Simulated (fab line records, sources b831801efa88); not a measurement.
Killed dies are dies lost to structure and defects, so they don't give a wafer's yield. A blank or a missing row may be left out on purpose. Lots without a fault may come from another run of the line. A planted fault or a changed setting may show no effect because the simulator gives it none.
Chamber matching | flow gf180mcu | GF_V2_CMP_04 on cmp-02: 4 sister chambers
The step polishes SiO2. 8 wafers are shown with their chamber, then 7 later ones without.

WAFERS WITH THEIR CHAMBER
wafer  | chamber | motor_current_A (A) | time_to_endpoint_s (s)
L775.6 | 3       | 10.0                | 83
L777.3 | 3       | 10.2                | 72
L777.6 | 2       | 11.8                | 80
L779.2 | 1       | 11.7                | 78
L779.3 | 2       | 11.6                | 76
L779.6 | 0       | 10.6                | 77
L782.2 | 0       | 10.3                | 83
L782.3 | 1       | 11.6                | 91

WAFERS WITHOUT THEIR CHAMBER
wafer  | motor_current_A (A) | time_to_endpoint_s (s)
L782.5 | 11.8                | 88
L784.1 | 11.0                | 77
L784.4 | 11.9                | 78
L784.6 | 11.8                | 81
L795.2 | 11.7                | 73
L795.4 | 10.5                | 77
L795.6 | 11.7                | 79

WHICH CHAMBER EACH WENT THROUGH
wafer  | from the rows above          | in truth
L782.5 | can't be placed: 1 or 2      | 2
L784.1 | can't be placed: 0 or 1 or 2 | 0
L784.4 | can't be placed: 2 or 1      | 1
L784.6 | can't be placed: 2 or 1      | 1
L795.2 | can't be placed: 2 or 1      | 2
L795.4 | 0                            | 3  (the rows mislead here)
L795.6 | can't be placed: 2 or 1      | 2
Placed correctly: 0 of 7. Can't be placed from these rows: 6 (the true chamber is among the candidates in 6). Placed wrongly: 1.
How it was worked out, from the rows above alone: a wafer's distance from a chamber is the root of the sum, over the readings, of the square of ((its reading less the chamber's mean) divided by the reading's scatter). The wafer belongs to the nearest chamber; if the next one is less than 2 further off, it can't be placed. A chamber's mean is the mean of its shown wafers. The scatter: the root of (the sum of the squares of (reading less its chamber's mean) over the shown wafers, divided by (wafers less chambers)).
